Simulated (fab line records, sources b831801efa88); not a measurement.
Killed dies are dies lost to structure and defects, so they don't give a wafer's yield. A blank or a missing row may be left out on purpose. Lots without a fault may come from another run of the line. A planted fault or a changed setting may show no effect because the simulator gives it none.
A struck lot beside a sound one | flow sky130 | 17 steps out of a route of 708
Sound: wafers L461.2, L461.3, L461.6. Struck: wafers L460.2, L460.4, L460.6. The cause comes at the end.
At each step with rows: each side's tool, then ch and its chambers, then its first start. Under that, the readings that differ: sound wafers | struck wafers | difference of the means | sigmas: that difference in standard deviations of wafers without a fault.
alike: readings whose means differ by less than 2 such deviations, and words and numbers that are the same on both sides. not compared: withheld readings, readings that some wafer has no value for, bounds like >300 that may hide the same value, and numbers for which the record gives no deviation and whose values overlap.
The two part at a step that has a row with sigmas, a row that says differs or no value, or rows on one side only. Numbers that don't overlap but have no deviation are shown without sigmas and don't part them. A reading that every wafer of one side lacks parts them only if that side has two wafers or more.

SKY_LI_CONTACT_CMP_02: polishes PSG.
  sound on cmp-01 ch 0,1,3, day 31 04:01; struck on cmp-02 ch 1,2, day 31 02:58
  alike: edge_zone_pressure_frac, motor_current_A, time_to_endpoint_s
SKY_LI_CONTACT_BOW_MEAS_03:
  sound on film_metro-03, day 31 04:17; struck on film_metro-03, day 31 03:17
  alike: LI_CONTACT_BOW
then, 8 steps without rows for these wafers: SKY_LI_CONTACT_DEHYDRATE_04 (time 60 s); SKY_LI_CONTACT_HMDS_05 (prime time 60 s); SKY_LI_CONTACT_COAT_06 (resist thk 60 nm); SKY_LI_CONTACT_COAT_07 (resist thk 450 nm); SKY_LI_CONTACT_SOFTBAKE_08 (time 90 s); SKY_LI_CONTACT_EXPOSE_09 (exposes mask LICM1, target cd 170 nm); SKY_LI_CONTACT_PEB_10; SKY_LI_CONTACT_DEVELOP_11 (develop time 60 s).
SKY_LI_CONTACT_CD_MEAS_12: target cd 170 nm.
  sound on cd_sem-02, day 32 08:04; struck on cd_sem-01, day 32 07:13
  alike: cd_nm
SKY_LI_CONTACT_OVL_MEAS_13:
  sound on overlay-02, day 32 08:10; struck on overlay-02, day 32 07:19
  alike: LI_CONTACT_OVL
SKY_LI_CONTACT_ETCH_14: etches BARC in N2/H2, stops on SiO2, time 45.9 s, target depth 60 nm.
  sound on rie_diel-03 ch 2,3, day 32 08:12; struck on rie_diel-01 ch 2,3, day 32 07:20
  reading                                           | sound             | struck            | difference | sigmas
  rf_fwd_power_W (W)                                | 495.4 497.8 495.0 | 698.1 698.8 698.8 | +202.5     | +99 or more
  model.KrF-thick_of_LI_CONTACT_COAT_07.thk_nm (nm) | 390.6 393.1 394.4 | 381.8 381.3 379.7 | -11.8      |
  model.LI_CONTACT.cd_nm (nm)                       | 168.6 169 169.2   | 172.9 175.6 173.5 | +5.1       |
  model.SiO2_of_SONOS_ONO_CVD_04.thk_nm (nm)        | 4.211 4.225 4.29  | 3.404 3.333 3.444 | -0.848     |
  alike: chamber_pressure_mTorr, drypump_motor_current_A, n2_flow_sccm, oes_product_au, throttle_valve_pct
  not compared: rf_hours_counter_h
SKY_LI_CONTACT_ETCH_15: etches PSG in C4F8/O2/Ar, stops on Si, target depth 600 nm.
  sound on rie_diel-03 ch 2,3, day 32 08:14; struck on rie_diel-01 ch 2,3, day 32 07:23
  reading                                           | sound             | struck            | difference | sigmas
  model.KrF-thick_of_LI_CONTACT_COAT_07.thk_nm (nm) | 227 237.9 237.9   | 222.4 221.5 219.8 | -13.0      |
  model.LI_CONTACT.cd_nm (nm)                       | 169.5 168.2 168.6 | 172.5 175.7 173.9 | +5.3       |
  alike: chamber_pressure_mTorr, oes_product_au, rf_fwd_power_W
SKY_LI_CONTACT_STRIP_16: strips in O2/N2.
  sound on plasma_asher-01 ch 0,1, day 32 08:19; struck on plasma_asher-04 ch 0,1, day 32 07:28
  reading                      | sound          | struck         | difference | sigmas
  drypump_motor_current_A (A)  | 5.11 5.32 5.30 | 5.91 5.82 5.88 | +0.63      | +2
  strip_time_to_endpoint_s (s) | 3.45 3.57 3.55 | 3.39 3.39 3.37 | -0.14      | -5
  alike: chamber_pressure_mTorr, n2_flow_sccm, oes_product_au
  not compared: rf_hours_counter_h
then, 2 steps without rows for these wafers: SKY_LI_CONTACT_CLEAN_17 (cleans in NMP, time 600 s); SKY_PAD_OPEN_PROBE_99.

WHERE THEY PART
First at SKY_LI_CONTACT_ETCH_14; last, within this record, at SKY_LI_CONTACT_STRIP_16.

WHY: what the simulator had put in
Process parameter drift: rie_diel-01, from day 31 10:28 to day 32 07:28, at SKY_LI_CONTACT_ETCH_14. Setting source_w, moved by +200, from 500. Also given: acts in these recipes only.
